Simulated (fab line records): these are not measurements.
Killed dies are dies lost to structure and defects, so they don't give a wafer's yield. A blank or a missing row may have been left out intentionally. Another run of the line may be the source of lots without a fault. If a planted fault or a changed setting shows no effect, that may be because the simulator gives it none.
Split-lot experiment	flow sky130	route with 708 steps; 5 lots, 23 wafers read

## SPLIT DETAILS
At SKY_LDD_LDN_IMPLANT_10, the setting energy-kev was moved away from the recipe's 15 on 10 of the 23 wafers read, by -3.2% to +5.1%. All remaining wafers had this setting at the recipe value.

The split's own step is where the reading is taken.

## THE READING
implant.drp-nm (the simulator's own value, which no gauge read), in nm, at SKY_LDD_LDN_IMPLANT_10. There is no usual value for it anywhere in the file.

wafer	tool, chamber at the split	energy-kev as run	against the recipe	implant.drp-nm, nm	against lot-mates on the recipe
L074.1	implanter-01, 0	14.52	-3.2%	5.801	-0.132
L074.2	implanter-01, 0	14.52	-3.2%	5.801	-0.132
L074.5	implanter-01, 0	14.52	-3.2%	5.801	-0.132
L074.4	implanter-01, 0	15	recipe	5.933	-
L074.6	implanter-01, 0	15	recipe	5.933	-
L078.1	implanter-03, 0	15	recipe	5.933	-
L078.3	implanter-03, 0	15	recipe	5.933	-
L078.5	implanter-03, 0	15	recipe	5.933	-
L078.2	implanter-03, 0	14.68	-2.1%	5.846	-0.087
L078.6	implanter-03, 0	14.68	-2.1%	5.846	-0.087
L079.1	implanter-03, 0	15	recipe	5.933	-
L079.4	implanter-03, 0	15	recipe	5.933	-
L079.5	implanter-03, 0	15	recipe	5.933	-
L080.1	implanter-01, 0	15	recipe	5.933	-
L080.2	implanter-01, 0	15	recipe	5.933	-
L080.4	implanter-01, 0	15	recipe	5.933	-
L080.5	implanter-01, 0	15.76	+5.1%	6.133	+0.200
L080.6	implanter-01, 0	15.76	+5.1%	6.133	+0.200
L082.2	implanter-03, 0	15	recipe	5.933	-
L082.4	implanter-03, 0	15	recipe	5.933	-
L082.3	implanter-03, 0	15.41	+2.7%	6.041	+0.108
L082.5	implanter-03, 0	15.41	+2.7%	6.041	+0.108
L082.6	implanter-03, 0	15.41	+2.7%	6.041	+0.108

FIT RESULTS
A straight line over all 23 wafers: implant.drp-nm changes by +0.0401 nm for each +1% of energy-kev; r = +1.00; the points scatter about the line by 0.0015 nm.
The same after taking each lot's own level away (the mean of its wafers on the recipe; 23 wafers): +0.0401 nm for each +1%; r = +1.00; scatter 0.0015 nm.
That fit puts the effect of the largest move of energy-kev on the reading at 0.2 nm.
The lots' own levels span 5.9330 to 5.9330 nm.
The two slopes agree, so the slope changes little with the lot-to-lot level.
Check: with one of the wafers moved furthest among these (+5.1%) left out of the fit, the line predicts +0.203 nm for it against its lot-mates. It came out at +0.2 nm against them.

## THE OTHER SPLITS THESE WAFERS WENT THROUGH
Other splits were also applied to these wafers ahead of the reading. Each is held against what the fit with the lots' levels taken away leaves over:
other split on the same wafers	wafers away from the commonest value	r with implant.drp-nm (lot level and that fit taken away)
SKY_LDD_HVN_COAT_02 resist-thk-nm	8	+0.06
SKY_LDD_HVN_IMPLANT_08 dose-cm2	11	+0.17

## THE FILE'S OWN FIT
implant.drp-nm changes by +0.04 nm for each +1% of energy-kev, r = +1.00.
